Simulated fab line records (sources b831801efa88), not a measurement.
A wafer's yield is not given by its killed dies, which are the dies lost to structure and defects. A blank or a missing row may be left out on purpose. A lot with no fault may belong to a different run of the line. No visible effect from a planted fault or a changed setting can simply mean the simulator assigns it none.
A lot that was struck, set against a sound lot -- flow sky130 -- 15 steps out of a route of 708
Sound: wafers L655.2, L655.3, L655.6. The struck wafers were L646.1, L646.2, L646.5. The cause is given at the end.
At each step with rows: each side's tool, then ch and its chambers, then its first start. Under that, the readings that differ: sound wafers -- struck wafers -- difference of the means -- sigmas: that difference in standard deviations of wafers without a fault.
alike: readings with means less than 2 such deviations apart, plus words and numbers identical on both sides. not compared: withheld readings, readings lacking a value on some wafer, bounds such as >300 that could conceal the same value, and numbers that have no deviation in the record and whose values overlap.
Wherever a step has rows on one side only, a row that says differs or no value, or a row with sigmas, the two part there. Non-overlapping numbers with no deviation appear without sigmas and do not part them. A reading that every wafer of one side lacks parts them only if that side has two wafers or more.

first, 2 steps without rows for these wafers: SKY_POLY_GATE_CLEAN_19 (cleans in SC1/SC2, time 150 s); SKY_POLY_GATE_OXIDATION_20 (stabilise 600 s, purge 300 s, target thk 4 nm).
SKY_POLY_GATE_THK_MEAS_21:
  struck on filmMetro-04, day 18 15:36; sound on filmMetro-03, day 21 21:07
  alike: POLY_GATE_OXIDATION_THK
SKY_POLY_GATE_CD_MEAS_22:
  struck on cdSem-02, day 18 15:40; sound on cdSem-01, day 21 21:12
  alike: cdNm
then, 7 steps without rows for these wafers: SKY_LDD_N_DEHYDRATE_00 (time 60 s); SKY_LDD_N_HMDS_01 (prime time 60 s); SKY_LDD_N_COAT_02 (resist thk 300 nm); SKY_LDD_N_SOFTBAKE_03 (time 60 s); SKY_LDD_N_EXPOSE_04 (exposes mask NTM, target cd 840 nm); SKY_LDD_N_PEB_05; SKY_LDD_N_DEVELOP_06 (develop time 60 s).
SKY_LDD_N_OVL_MEAS_07:
  struck on overlay-02, day 19 22:47; sound on overlay-02, day 23 02:35
  alike: LDD_N_OVL
SKY_LDD_N_IMPLANT_08:
  sound on implanter-01 ch 0, day 23 02:39; struck on implanter-01 ch 0, day 19 22:49
reading,sound,struck,difference,sigmas
beamOnS (s),10.33 10.11 9.87,11.65 11.54 11.63,+1.50,+7
endStationPressureTorr (Torr),5.78e-06 5.27e-06 5.26e-06,8.342e-05 9.435e-05 8.567e-05,+8.238e-05,+99 or more
faradayCurrentUA,410 418 429,358 362 360,-59,-7
following that, these wafers have no rows for 1 step: SKY_LDD_N_IMPLANT_09.
-- here the record skips 27 days between the struck wafers' starts before and after, leaving off in module LDD_N and picking up in module PAD_OPEN (first step shown: number 708 of the route) --
SKY_PAD_OPEN_PROBE_99:
  struck on prober-01, day 47 06:52; sound on prober-02, day 49 09:45
reading,sound,struck,difference,sigmas
model.etest.tipN.rsOhmSq,443 445 441.3,424.6 427.8 428.1,-16.3,
  alike: killed_at_M0_to_M3, killed_at_M4_up, killedAtContacts, killedAtFrontEnd, killedAtOther, killedDies, killedOpen, killedShort

== WHERE THEY PART ==
At SKY_LDD_N_IMPLANT_08 and nowhere else, as far as this record goes. Later steps at which nothing parts them and some readings are alike: SKY_PAD_OPEN_PROBE_99.

WHY: the cause the simulator had injected
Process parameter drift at SKY_LDD_N_IMPLANT_08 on implanter-01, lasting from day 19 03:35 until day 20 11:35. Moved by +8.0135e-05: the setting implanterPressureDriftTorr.
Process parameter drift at SKY_LDD_N_IMPLANT_08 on implanter-01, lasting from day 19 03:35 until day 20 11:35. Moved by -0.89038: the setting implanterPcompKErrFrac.
